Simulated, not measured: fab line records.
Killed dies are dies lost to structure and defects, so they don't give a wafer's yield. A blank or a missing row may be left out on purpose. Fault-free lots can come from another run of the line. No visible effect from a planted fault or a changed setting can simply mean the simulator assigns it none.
Problem report, 8D (eight disciplines) form, completed by code	flow gf180mcu	the parts of the form that need people (team, actions taken, sign-off) are left out

== 1. THE ISSUE ==
oesProductAu at GF_POLY_GATE_ETCH_13 reads a mean of 0.843 a.u. on 9 wafers of 3 lots; wafers without a fault read 0.990 a.u. with a standard deviation of 0.0068. Measured from the usual mean, that is -22 standard deviations.
The step: etches poly-Si in HBr/Cl2, stops on SiO2, target depth 198.5 nm, time 69.6 s.
The first sign was on wafer L572.2 at day 13 01:22, on rieSi-02. At this step, 36 wafers from 12 lots have a number in the record. Rule for "out", or "out of limits": more than 4 standard deviations from the usual mean. Any other wafer with a number is counted as sound.

== 2. WHAT IT IS AND WHAT IT IS NOT ==
question	is	is not
which readings at this step	oesProductAu	drypumpMotorCurrentA
which lots	L572, L576, L577	L559, L560, L561, L562, L563, L566, L568, L571, L573
which wafers of those lots	all that have a number	-
read on which tools	rieSi-02	rieSi-01
when	from day 13 01:22	up to then (24 sound wafers); but 3 sound wafers of L573 came after

== 3. WHAT RULES OUT EACH SUSPECT ==
Counting: a tool at any process step up to the reading remains a suspect when it ran all the lots that are out and ran no sound lot after the first of those.
- rieSi-02 at GF_POLY_GATE_ETCH_13 (etches poly-Si in HBr/Cl2, stops on SiO2, target depth 198.5 nm, time 69.6 s): kept. It processed each lot that is out, first L572 at day 13 01:22, and no sound lot thereafter; up to then, the last sound lot it processed was L571 at day 12 21:56. On those wafers its own readings are out: oesProductAu.
After counting, what remains is rieSi-02 at GF_POLY_GATE_ETCH_13.

== 4. THE CAUSE (what the simulator had put in) ==
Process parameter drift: rieSi-02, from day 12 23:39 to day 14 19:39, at GF_POLY_GATE_ETCH_13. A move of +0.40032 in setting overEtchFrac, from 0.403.
Counting left only this tool.

== 5. SEQUENCE OF EFFECTS, ordered by route ==
Each row: a reading where the mean over the struck wafers with a number is more than 3 standard deviations away from the usual. Only readings for which the record gives a usual standard deviation are gone through. hours: the time from each lot's start at the first step in this table that gives one to its start at this step, as a median over the lots. sigmas: the change in usual standard deviations.
hours	step	reading	usual	on struck wafers	change	sigmas
0	GF_POLY_GATE_ETCH_13	oesProductAu	0.990 a.u.	0.843	-0.147	-22
The process steps in it:
- GF_POLY_GATE_ETCH_13: etches poly-Si in HBr/Cl2, stops on SiO2, target depth 198.5 nm, time 69.6 s.
Later measuring or inspecting steps at which every struck wafer that the step has a row for has a number for every such reading, and none has moved that far: GF_HV_LDD_OVL_MEAS_08, GF_HV_LDD_CD_MEAS_19.

== 6. WHAT WOULD HAVE CAUGHT IT SOONER ==
2 hours passed between the start of the fault at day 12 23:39 and the first reading out of limits in this record, taken at day 13 01:22.
